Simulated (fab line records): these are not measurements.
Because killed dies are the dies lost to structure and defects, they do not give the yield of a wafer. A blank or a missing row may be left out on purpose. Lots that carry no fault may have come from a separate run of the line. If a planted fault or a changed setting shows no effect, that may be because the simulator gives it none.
Matching of chambers :: flow sky130 :: SKY_PASSIVATION_CVD_02 on pecvd-04 has 3 sister chambers
The step deposits Si3N4, target thk 540 nm. 22 wafers are shown with their chamber, then 11 later ones without.

EACH WAFER AND ITS CHAMBER
wafer: L077.4
chamber: 2
heater-power-w (W): 755
heater-power-outer-w (W): 452

wafer: L077.5
chamber: 0
heater-power-w (W): 679
heater-power-outer-w (W): 390

wafer: L077.6
chamber: 1
heater-power-w (W): 723
heater-power-outer-w (W): 406

wafer: L078.2
chamber: 1
heater-power-w (W): 772
heater-power-outer-w (W): 444

wafer: L078.4
chamber: 2
heater-power-w (W): 750
heater-power-outer-w (W): 476

wafer: L078.5
chamber: 0
heater-power-w (W): 690
heater-power-outer-w (W): 367

wafer: L081.3
chamber: 2
heater-power-w (W): 635
heater-power-outer-w (W): 365

wafer: L081.4
chamber: 2
heater-power-w (W): 658
heater-power-outer-w (W): 392

wafer: L081.6
chamber: 0
heater-power-w (W): 761
heater-power-outer-w (W): 431

wafer: L083.2
chamber: 0
heater-power-w (W): 688
heater-power-outer-w (W): 388

wafer: L083.4
chamber: 1
heater-power-w (W): 752
heater-power-outer-w (W): 443

wafer: L083.6
chamber: 0
heater-power-w (W): 712
heater-power-outer-w (W): 402

wafer: L085.2
chamber: 2
heater-power-w (W): 697
heater-power-outer-w (W): 432

wafer: L085.4
chamber: 0
heater-power-w (W): 720
heater-power-outer-w (W): 372

wafer: L085.5
chamber: 2
heater-power-w (W): 732
heater-power-outer-w (W): 445

wafer: L089.1
chamber: 2
heater-power-w (W): 669
heater-power-outer-w (W): 405

wafer: L089.5
chamber: 1
heater-power-w (W): 698
heater-power-outer-w (W): 400

wafer: L089.6
chamber: 0
heater-power-w (W): 756
heater-power-outer-w (W): 434

wafer: L090.1
chamber: 0
heater-power-w (W): 756
heater-power-outer-w (W): 429

wafer: L090.3
chamber: 2
heater-power-w (W): 689
heater-power-outer-w (W): 420

wafer: L090.6
chamber: 1
heater-power-w (W): 795
heater-power-outer-w (W): 466

wafer: L093.1
chamber: 1
heater-power-w (W): 713
heater-power-outer-w (W): 398

SIGNATURES, as means of the wafers listed above
reading: heater-power-w
chamber 0: 720.25
chamber 1: 742.17
chamber 2: 698.12
scatter within a chamber: 38.7

reading: heater-power-outer-w
chamber 0: 401.62
chamber 1: 426.17
chamber 2: 423.38
scatter within a chamber: 30.8
Rule: a wafer's distance from a chamber is the root of the sum, over the readings, of the square of ((its reading less the chamber's mean) divided by the reading's scatter). If the next closest chamber is less than 2 further off than the closest, the wafer can't be placed; otherwise it belongs to the closest. How the scatter is found: for the shown wafers, subtract from each reading the mean of its chamber, square and add these, divide the total by (wafers less chambers), then take the root.

WAFERS WHOSE CHAMBER IS MISSING
wafer: L093.2
heater-power-w (W): 705
heater-power-outer-w (W): 394

wafer: L093.4
heater-power-w (W): 719
heater-power-outer-w (W): 425

wafer: L095.1
heater-power-w (W): 649
heater-power-outer-w (W): 352

wafer: L095.5
heater-power-w (W): 770
heater-power-outer-w (W): 434

wafer: L095.6
heater-power-w (W): 684
heater-power-outer-w (W): 384

wafer: L096.2
heater-power-w (W): 632
heater-power-outer-w (W): 335

wafer: L096.4
heater-power-w (W): 750
heater-power-outer-w (W): 459

wafer: L096.5
heater-power-w (W): 749
heater-power-outer-w (W): 439

wafer: L097.3
heater-power-w (W): 773
heater-power-outer-w (W): 425

wafer: L097.4
heater-power-w (W): 707
heater-power-outer-w (W): 432

wafer: L097.5
heater-power-w (W): 765
heater-power-outer-w (W): 451

EACH ONE'S CHAMBER
wafer: L093.2
from the rows above: can't be placed: 0 or 2 or 1
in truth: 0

wafer: L093.4
from the rows above: can't be placed: 2 or 1 or 0
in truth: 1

wafer: L095.1
from the rows above: can't be placed: 0 or 2 or 1
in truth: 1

wafer: L095.5
from the rows above: can't be placed: 1 or 0 or 2
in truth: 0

wafer: L095.6
from the rows above: can't be placed: 0 or 2 or 1
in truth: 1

wafer: L096.2
from the rows above: can't be placed: 0 or 2 or 1
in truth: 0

wafer: L096.4
from the rows above: can't be placed: 1 or 2 or 0
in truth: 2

wafer: L096.5
from the rows above: can't be placed: 1 or 2 or 0
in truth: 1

wafer: L097.3
from the rows above: can't be placed: 1 or 0 or 2
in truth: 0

wafer: L097.4
from the rows above: can't be placed: 2 or 1 or 0
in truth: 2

wafer: L097.5
from the rows above: can't be placed: 1 or 2 or 0
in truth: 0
Correctly placed: 0 of 11. Cannot be placed on the basis of these rows: 11; the candidates contain the true chamber in 11. Number placed wrongly: 0.
